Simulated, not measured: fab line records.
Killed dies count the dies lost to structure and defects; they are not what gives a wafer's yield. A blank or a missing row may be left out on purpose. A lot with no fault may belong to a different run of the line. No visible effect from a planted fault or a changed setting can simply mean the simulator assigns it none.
Which tool did it? + flow gf180mcu + 7 lots (21 wafers sampled), 1 step of a 602-step route

WHAT THE GAUGES SHOWED, per wafer
GF_STI_THK_MEAS_02.
| lot  | measured    | on            | STI_OXIDATION_THK (nm) |
|------|-------------|---------------|------------------------|
| L781 | day 1 16:46 | film metro-02 | 10.17 10.26 10.15      |
| L783 | day 2 02:31 | film metro-01 | 10.25 10.26 10.26      |
| L785 | day 2 12:32 | film metro-02 | 9.96 10.03 10.05       |
| L794 | day 4 10:50 | film metro-04 | 10.01 10.09 9.94       |
| L798 | day 5 06:17 | film metro-04 | 10.37 10.32 10.36      |
| L801 | day 5 20:53 | film metro-02 | 10.49 10.26 10.26      |
| L803 | day 6 06:44 | film metro-02 | 10.15 10.11 10.10      |

EACH LOT AND THE TOOL THAT RAN IT (in order: tool; ch and the chambers of the sampled wafers; start)
The record shows no process step preceding these readings.

THE ANSWER, worked out from the rows above alone
Rule: usual is defined by the lots themselves. The widest of any qualifying gaps counts: lots, ordered by their means at a reading, are off when they make up no more than a third of the lots, leave a main group of 4 or more, and stand apart from it by 3 or more times the standard deviation of that group's means. A main group is skipped when, at the precision printed for the reading in the tables above, its means are all equal. Also off: a lot with no number at a reading for which 4 or more lots have one. All remaining lots with rows at the step are treated as sound.
Nothing can be told from this: no lot is off at any reading shown.

WHAT HAD BEEN PUT IN BY THE SIMULATOR
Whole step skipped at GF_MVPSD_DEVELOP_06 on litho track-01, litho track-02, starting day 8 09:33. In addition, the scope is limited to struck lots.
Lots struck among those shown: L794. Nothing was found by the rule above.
